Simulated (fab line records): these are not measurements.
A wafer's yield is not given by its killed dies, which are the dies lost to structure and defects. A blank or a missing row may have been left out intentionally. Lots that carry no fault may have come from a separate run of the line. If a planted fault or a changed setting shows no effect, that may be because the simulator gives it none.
Lot-split experiment / flow gf180mcu / on a route of 602 steps: 5 lots, 23 wafers read

THE SPLIT
At GF_POLY_GATE_EXPOSE_07 (exposes mask Poly2, target cd 280 nm), the setting dose_mj was moved away from the recipe's 28 on 7 of the 23 wafers read, by -7.1% to -3.7%. All remaining wafers had this setting at the recipe value.

FROM THE SPLIT TO THE READING: what the file shows between them, 6 steps
- GF_POLY_GATE_PEB_08: peb time 90 s
- GF_POLY_GATE_DEVELOP_09: develop time 60 s
- GF_POLY_GATE_CD_MEAS_10: target cd 280 nm
- GF_POLY_GATE_ETCH_12: etches BARC in N2/H2
- GF_POLY_GATE_ETCH_13: etches poly-Si in HBr/Cl2, stops on SiO2, target depth 198.5 nm, time 69.6 s
- GF_POLY_GATE_OXIDATION_16: stabilise 600 s, purge 300 s, target thk 4 nm (also split here: temp_c)

THE READING
cd_nm, in nm, at GF_POLY_GATE_CD_MEAS_18. Fault-free wafers of this fab line usually give 279.6 nm, standard deviation 1.6 nm.

wafer=L075.2; tool, chamber at the split=krf_scanner-01, 0; dose_mj as run=28; against the recipe=recipe; cd_nm, nm=280.0; against lot-mates on the recipe=-
wafer=L075.3; tool, chamber at the split=krf_scanner-01, 0; dose_mj as run=28; against the recipe=recipe; cd_nm, nm=281.0; against lot-mates on the recipe=-
wafer=L075.4; tool, chamber at the split=krf_scanner-01, 0; dose_mj as run=28; against the recipe=recipe; cd_nm, nm=281.8; against lot-mates on the recipe=-
wafer=L077.1; tool, chamber at the split=krf_scanner-01, 0; dose_mj as run=26.2; against the recipe=-6.4%; cd_nm, nm=289.4; against lot-mates on the recipe=+10.0
wafer=L077.2; tool, chamber at the split=krf_scanner-01, 0; dose_mj as run=28; against the recipe=recipe; cd_nm, nm=279.2; against lot-mates on the recipe=-
wafer=L077.3; tool, chamber at the split=krf_scanner-01, 0; dose_mj as run=26.2; against the recipe=-6.4%; cd_nm, nm=290.1; against lot-mates on the recipe=+10.8
wafer=L077.4; tool, chamber at the split=krf_scanner-01, 0; dose_mj as run=28; against the recipe=recipe; cd_nm, nm=279.5; against lot-mates on the recipe=-
wafer=L077.6; tool, chamber at the split=krf_scanner-01, 0; dose_mj as run=26.2; against the recipe=-6.4%; cd_nm, nm=290.4; against lot-mates on the recipe=+11.0
wafer=L080.2; tool, chamber at the split=krf_scanner-01, 0; dose_mj as run=26.01; against the recipe=-7.1%; cd_nm, nm=287.8; against lot-mates on the recipe=+10.1
wafer=L080.3; tool, chamber at the split=krf_scanner-01, 0; dose_mj as run=28; against the recipe=recipe; cd_nm, nm=277.2; against lot-mates on the recipe=-
wafer=L080.4; tool, chamber at the split=krf_scanner-01, 0; dose_mj as run=28; against the recipe=recipe; cd_nm, nm=278.0; against lot-mates on the recipe=-
wafer=L080.5; tool, chamber at the split=krf_scanner-01, 0; dose_mj as run=28; against the recipe=recipe; cd_nm, nm=277.9; against lot-mates on the recipe=-
wafer=L080.6; tool, chamber at the split=krf_scanner-01, 0; dose_mj as run=26.01; against the recipe=-7.1%; cd_nm, nm=287.5; against lot-mates on the recipe=+9.8
wafer=L081.1; tool, chamber at the split=krf_scanner-01, 0; dose_mj as run=28; against the recipe=recipe; cd_nm, nm=277.2; against lot-mates on the recipe=-
wafer=L081.2; tool, chamber at the split=krf_scanner-01, 0; dose_mj as run=28; against the recipe=recipe; cd_nm, nm=277.7; against lot-mates on the recipe=-
wafer=L081.3; tool, chamber at the split=krf_scanner-01, 0; dose_mj as run=28; against the recipe=recipe; cd_nm, nm=279.6; against lot-mates on the recipe=-
wafer=L081.5; tool, chamber at the split=krf_scanner-01, 0; dose_mj as run=26.96; against the recipe=-3.7%; cd_nm, nm=284.0; against lot-mates on the recipe=+5.8
wafer=L081.6; tool, chamber at the split=krf_scanner-01, 0; dose_mj as run=26.96; against the recipe=-3.7%; cd_nm, nm=284.5; against lot-mates on the recipe=+6.3
wafer=L082.2; tool, chamber at the split=krf_scanner-01, 0; dose_mj as run=28; against the recipe=recipe; cd_nm, nm=280.8; against lot-mates on the recipe=-
wafer=L082.3; tool, chamber at the split=krf_scanner-01, 0; dose_mj as run=28; against the recipe=recipe; cd_nm, nm=281.6; against lot-mates on the recipe=-
wafer=L082.4; tool, chamber at the split=krf_scanner-01, 0; dose_mj as run=28; against the recipe=recipe; cd_nm, nm=278.5; against lot-mates on the recipe=-
wafer=L082.5; tool, chamber at the split=krf_scanner-01, 0; dose_mj as run=28; against the recipe=recipe; cd_nm, nm=280.2; against lot-mates on the recipe=-
wafer=L082.6; tool, chamber at the split=krf_scanner-01, 0; dose_mj as run=28; against the recipe=recipe; cd_nm, nm=280.6; against lot-mates on the recipe=-

FIT RESULTS
A straight line over all 23 wafers: cd_nm changes by -1.41 nm for each +1% of dose_mj; r = -0.94; the points scatter about the line by 1.5 nm.
The same after taking each lot's own level away (the mean of its wafers on the recipe; 23 wafers): -1.54 nm for each +1%; r = -0.98; scatter 0.84 nm.
According to that fit, moving dose_mj by its largest amount changes the reading by 11 nm.
Measured against the standard deviation above, the lots' own levels, which go from 277.70 to 280.93 nm, span 2.0 times it.
The two slopes agree, so the slope changes little with the lot-to-lot level.
Check: +11.2 nm against its lot-mates is what the line predicts for one of the wafers moved furthest among these (-7.1%) when that wafer is left out of the fit. Against them it came out at +10.1 nm.

FURTHER SPLITS ON THESE WAFERS
Note: prior to the reading, these wafers also went through further splits. Each is held against what the fit with the lots' levels taken away leaves over:
other split on the same wafers=GF_VT_IMPLANT_IMPLANT_30 dose_cm2; wafers away from the commonest value=10; r with cd_nm (lot level and that fit taken away)=-0.31
other split on the same wafers=GF_VT_IMPLANT_SOFTBAKE_36 temp_c; wafers away from the commonest value=6; r with cd_nm (lot level and that fit taken away)=-0.12
other split on the same wafers=GF_POLY_GATE_OXIDATION_16 temp_c; wafers away from the commonest value=5; r with cd_nm (lot level and that fit taken away)=-0.07

THE WHOLE CHAIN: every reading that the file lists as answering this split, in the file's order
step=GF_POLY_GATE_CD_MEAS_10; what it does=target cd 280 nm; reading=cd_nm; change (the file's fit)=-1.62 nm for each +1% of the setting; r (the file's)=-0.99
step=GF_POLY_GATE_ETCH_12; what it does=etches BARC in N2/H2; reading=POLY_GATE.cd_nm (the simulator's own value, which no gauge read); change (the file's fit)=-1.51 nm for each +1% of the setting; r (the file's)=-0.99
step=GF_POLY_GATE_ETCH_13; what it does=etches poly-Si in HBr/Cl2, stops on SiO2, target depth 198.5 nm, time 69.6 s; reading=POLY_GATE.cd_nm (the simulator's own value, which no gauge read); change (the file's fit)=-1.56 nm for each +1% of the setting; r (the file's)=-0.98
step=GF_POLY_GATE_CD_MEAS_18; what it does=; reading=cd_nm; change (the file's fit)=-1.53 nm for each +1% of the setting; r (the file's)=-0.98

THE FILE'S OWN FIT
cd_nm changes by -1.53 nm for each +1% of dose_mj, r = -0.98.
